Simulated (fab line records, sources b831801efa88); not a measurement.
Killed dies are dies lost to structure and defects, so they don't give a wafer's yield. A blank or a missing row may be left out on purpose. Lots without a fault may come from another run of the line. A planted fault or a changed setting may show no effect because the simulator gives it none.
fab line records | flow sky130 | part 2 of 2: steps 32 to 43 of 43
record lots=5 wafers=15 last_day=49
route steps=708 shown CAPM@537 METAL3@555 VIA3@573
lots that met no fault: from a run of the same line without faults
start_h: hours from the record's first day to the start of the lot's first wafer shown | wait_h: hours since the lot's step before | " the same as in the row above | L1.1+2: a row that stands for several wafers | - no value, or no start given | * or withheld: withheld | < > ~ a bound
route shown NAME@n: a module of which the file shows steps, and the number in the route of the first | usual: mean/standard deviation of fault-free wafers | same: alike in all rows | chamber/n: place in a boat | sites: the reading at each site | _std_site: their standard deviation | _edge_site: outer sites' mean less inner sites' | radius_mm: how far each site lies from the wafer's centre | mask NAME#n: copy n | behind: the tool/chamber that last shaped the wafer | hold: why the lot was held/for how many hours/how that ended | device: the transistor (n, p or np) that didn't switch | end of line: the same wafers' tests at the end of the route | a step without rows: its recipe alone | killed: dies lost to structure and defects at the first sort, not the wafer's yield | map: a wafer's dies, x killed, . not, _ none there
set.NAME: the setting as run; set.NAME@STEP: as run at that earlier step | model.NAME: the simulator's own value behind a step, which no gauge read
lots at some steps of the route; a table a step, a row a wafer
services: from which hour (start_h, from the record's first day; less than 0 if before it) a tool's chamber was out of use, for how many hours, and why
## steps
# step SKY_METAL3_METAL_ETCH_18
# recipe target_depth_a=8450 stop_on=SiO2 over_etch_frac=0.3 time_s=183.1 chemistry=Cl2/BCl3 resist_sidewall_deg=88 pressure_mtorr=10 icp_w=900 bias_w=48.5 Cl2_flow_sccm=60 bcl3_flow_sccm=30
# usual drypump_motor_current_A=5.8/0.32 oes_product_au=0.868/0.006 throttle_valve_pct=22.263/0.01
# columns lot.wafer tool chamber start_h wait_h drypump_motor_current_A oes_product_au rf_hours_counter_h throttle_valve_pct
L076.2 rie_metal-04 0 919.61 0.0 5.5 0.872 10 22.258
L076.3 " 1 " " 5.6 0.871 - 22.287
L076.6 " 1 " " 5.6 0.879 - 22.267
L077.4 rie_metal-02 1 924.43 0.2 6.1 0.875 - 22.276
L077.5 " 1 " " 6.1 0.864 - 22.259
L077.6 " 1 " " 6.1 0.870 - 22.263
L084.2 rie_metal-02 0 970.24 0.0 6.1 0.862 2 22.270
L084.5 " 1 " " 6.2 0.861 - 22.250
L084.6 " 0 " " 6.1 0.864 - 22.256
L088.1 rie_metal-01 1 1000.52 0.0 5.3 0.865 18 22.264
L088.2 " 0 " " 5.6 0.869 17 22.281
L088.3 " 1 " " 5.4 0.868 - 22.265
L090.1 rie_metal-02 0 1023.97 0.0 6.1 0.873 4 22.285
L090.5 " 1 " " 6.2 0.860 - 22.265
L090.6 " 0 " " 6.1 0.872 - 22.254
# step SKY_METAL3_STRIP_19
# recipe chemistry=O2/N2 power_w=1400 pressure_mtorr=1500 platen_temp_c=withheld o2_flow_sccm=3000 n2_flow_sccm=300 overash_fraction=0.5
# usual drypump_motor_current_A=5.62/0.24 n2_flow_sccm=300.0/0.96 oes_product_au=0.500/0.0078 strip_time_to_endpoint_s=6.49/0.16
# columns lot.wafer tool chamber start_h wait_h drypump_motor_current_A n2_flow_sccm oes_product_au rf_hours_counter_h strip_time_to_endpoint_s
L076.2 plasma_asher-01 1 919.79 0.1 5.41 299.7 0.497 17 6.53
L076.3 " 0 " " 5.54 300.5 0.503 - 6.51
L076.6 " 0 " " 5.54 300.2 0.501 - 6.52
L077.4 plasma_asher-04 0 924.64 0.2 6.07 301.1 0.483 - 6.19
L077.5 " 1 " " 5.68 299.7 0.489 - 6.20
L077.6 " 0 " " 6.07 299.7 0.489 - 6.25
L084.2 plasma_asher-04 1 970.41 0.1 5.68 299.8 0.511 83 6.58
L084.5 " 1 " " 5.72 299.2 0.491 - 6.24
L084.6 " 0 " " 6.05 300.2 0.504 - 6.61
L088.1 plasma_asher-01 1 1000.70 0.1 5.41 300.4 0.500 25 6.52
L088.2 " 0 " " 5.52 298.4 0.501 25 6.72
L088.3 " 1 " " 5.38 302.0 0.503 - 6.51
L090.1 plasma_asher-01 1 1024.15 0.1 5.40 298.6 0.502 28 6.53
L090.5 " 0 " " 5.55 301.7 0.484 - 6.16
L090.6 " 1 " " 5.35 298.4 0.500 - 6.57
# step SKY_METAL3_STRIP_20
# recipe chemistry=post_etch_residue_remover time_s=1200 temp_c=72.5
# columns lot.wafer tool chamber start_h wait_h
L076.2+3+6 wet_bench-04 3 919.89 0.1
L077.4+5+6 wet_bench-03 1 924.70 0.0
L084.2+5+6 wet_bench-02 3 970.51 0.1
L088.1+2+3 wet_bench-03 0 1000.80 0.1
L090.1+5+6 wet_bench-02 1 1024.25 0.1
# step SKY_METAL3_CLEAN_21
# recipe chemistry=IPA time_s=180 temp_c=25
# columns lot.wafer tool chamber start_h wait_h
L076.2+3+6 wet_bench-02 3 920.23 0.0
L077.4+5+6 wet_bench-02 3 925.08 0.0
L084.2+5+6 wet_bench-02 3 970.85 0.0
L088.1+2+3 wet_bench-02 0 1001.14 0.0
L090.1+5+6 wet_bench-03 1 1024.59 0.0
# step SKY_METAL3_CLEAN_22
# recipe chemistry=O3/DIW dry=n2_spin
# columns lot.wafer tool chamber start_h wait_h
L076.2+3+6 wet_bench-03 3 920.30 0.0
L077.4+5+6 wet_bench-04 1 925.14 0.0
L084.2+5+6 wet_bench-03 2 970.91 0.0
L088.1+2+3 wet_bench-04 1 1001.20 0.0
L090.1+5+6 wet_bench-04 2 1024.65 0.0
# step SKY_VIA3_HDPCVD_00
# recipe material=SiO2 target_thk_nm=1635 sigma_open_frac=0.3 time_s=272.5 temp_c=400 sih4_flow_sccm=60 pressure_mtorr=6
# columns lot.wafer tool chamber start_h wait_h
L076.2+3+6 hdpcvd-02 0,1,1 920.40 0.0
L077.4+5+6 hdpcvd-01 0,2,1 925.40 0.1
L084.2+5+6 hdpcvd-02 1,1,2 971.01 0.0
L088.1+2+3 hdpcvd-02 0,1,2 1001.29 0.0
L090.1+5+6 hdpcvd-01 1,2,1 1024.74 0.0
# step SKY_VIA3_THK_MEAS_01
# recipe reads=SiO2_of_VIA3_HDPCVD_00
# usual VIA3_HDPCVD_THK=1638/20
# columns lot.wafer tool chamber start_h wait_h VIA3_HDPCVD_THK[nm]
L076.2 film_metro-04 - 920.57 0.1 1620
L076.3 " - " " 1627
L076.6 " - " " 1642
L077.4 film_metro-02 - 925.52 0.0 1603
L077.5 " - " " 1624
L077.6 " - " " 1595
L084.2 film_metro-02 - 971.19 0.1 1631
L084.5 " - " " 1626
L084.6 " - " " 1647
L088.1 film_metro-02 - 1001.46 0.1 1642
L088.2 " - " " 1645
L088.3 " - " " 1680
L090.1 film_metro-02 - 1024.91 0.1 1616
L090.5 " - " " 1640
L090.6 " - " " 1620
# step SKY_VIA3_CMP_02
# recipe material=SiO2 down_force_psi=4 platen_rpm=60 pad_velocity_m_s=0.94248
# usual motor_current_A=11.6/0.83 platen_rpm=60.00/0.039
# columns lot.wafer tool chamber start_h wait_h motor_current_A platen_rpm
L076.3 cmp-01 1 920.62 0.0 13.6 59.92
L076.2 " 3 " " 10.3 59.94
L076.6 " 2 " " 11.1 59.98
L077.4 cmp-02 2 925.55 0.0 11.3 59.95
L077.6 " 2 " " 11.9 59.95
L077.5 " 3 " " 12.2 59.98
L084.2 cmp-01 1 974.66 3.5 13.0 59.99
L084.6 " 2 " " 11.9 59.96
L084.5 " 3 " " 10.6 59.97
L088.3 cmp-02 0 1001.57 0.1 10.8 59.96
L088.2 " 1 " " 11.4 59.98
L088.1 " 2 " " 11.7 60.01
L090.1 cmp-02 2 1025.12 0.2 11.6 60.01
L090.6 " 3 " " 12.5 60.02
L090.5 " 0 " " 11.7 59.99
# step SKY_VIA3_BOW_MEAS_03
# recipe mode=bow
# usual VIA3_BOW=79/8
# columns lot.wafer tool chamber start_h wait_h VIA3_BOW[um]
L076.2 film_metro-03 - 920.94 0.2 67
L076.3 " - " " 80
L076.6 " - " " 78
L077.4 film_metro-04 - 925.91 0.3 69
L077.5 " - " " 96
L077.6 " - " " 98
L084.2 film_metro-02 - 974.84 0.1 91
L084.5 " - " " 84
L084.6 " - " " 82
L088.1 film_metro-03 - 1001.82 0.1 83
L088.2 " - " " 90
L088.3 " - " " 78
L090.1 film_metro-04 - 1025.27 0.1 71
L090.5 " - " " 67
L090.6 " - " " 67
# step SKY_VIA3_DEHYDRATE_04
# recipe temp_c=200 time_s=60
# columns lot.wafer tool chamber start_h wait_h
L076.2+3+6 litho_track-01 0 932.37 11.4
L077.4+5+6 litho_track-01 0 937.62 11.7
L084.2+5+6 litho_track-02 0 984.86 10.0
L088.1+2+3 litho_track-03 0 1012.77 10.9
L090.1+5+6 litho_track-01 0 1034.75 9.5
# step SKY_VIA3_HMDS_05
# recipe prime_time_s=60 prime_temp_c=120
# columns lot.wafer tool chamber start_h wait_h
L076.2+3+6 litho_track-01 0 932.52 0.1
L077.4+5+6 litho_track-01 0 937.77 0.1
L084.2+5+6 litho_track-02 0 985.01 0.1
L088.1+2+3 litho_track-03 0 1012.92 0.1
L090.1+5+6 litho_track-01 0 1034.90 0.1
# step SKY_VIA3_COAT_06
# recipe resist=BARC temp_c=withheld time_s=withheld spin_rpm=3000 resist_thk_nm=60
# columns lot.wafer tool chamber start_h wait_h
L076.2+3+6 litho_track-01 0 932.67 0.1
L077.4+5+6 litho_track-01 0 937.92 0.1
L084.2+5+6 litho_track-02 0 985.16 0.1
L088.1+2+3 litho_track-03 0 1013.07 0.1
L090.1+5+6 litho_track-01 0 1035.05 0.1
## services
# columns tool chamber start_h hours kind
pecvd-03 1 847.16 7.5 repair
cmp-02 - 859.24 5.6 pm
rie_metal-01 - 871.19 1.4 pm
plasma_asher-01 - 873.68 4.5 repair
rie_metal-04 - 876.98 1.0 repair
krf_scanner-01 - 877.62 1.3 pm
cmp-02 - 877.88 1.7 repair
rie_metal-01 0 879.31 26.7 repair
rie_metal-02 1 880.56 8.8 repair
cmp-02 - 883.69 5.8 pm
cmp-02 - 912.27 4.0 pm
krf_scanner-01 - 921.77 1.3 repair
krf_scanner-01 - 937.39 0.8 pm
rie_metal-02 0 938.93 4.4 repair
hdpcvd-02 - 950.25 15.0 pm
krf_scanner-01 - 954.44 0.2 repair
pecvd-03 1 958.88 11.8 repair
pecvd-03 - 959.22 0.8 repair
cmp-02 - 968.88 4.3 repair
krf_scanner-01 - 972.17 0.8 repair
wet_bench-02 - 973.11 1.3 repair
hdpcvd-02 0 979.60 2.0 repair
hdpcvd-02 - 988.28 6.0 pm
krf_scanner-01 - 988.53 1.0 pm
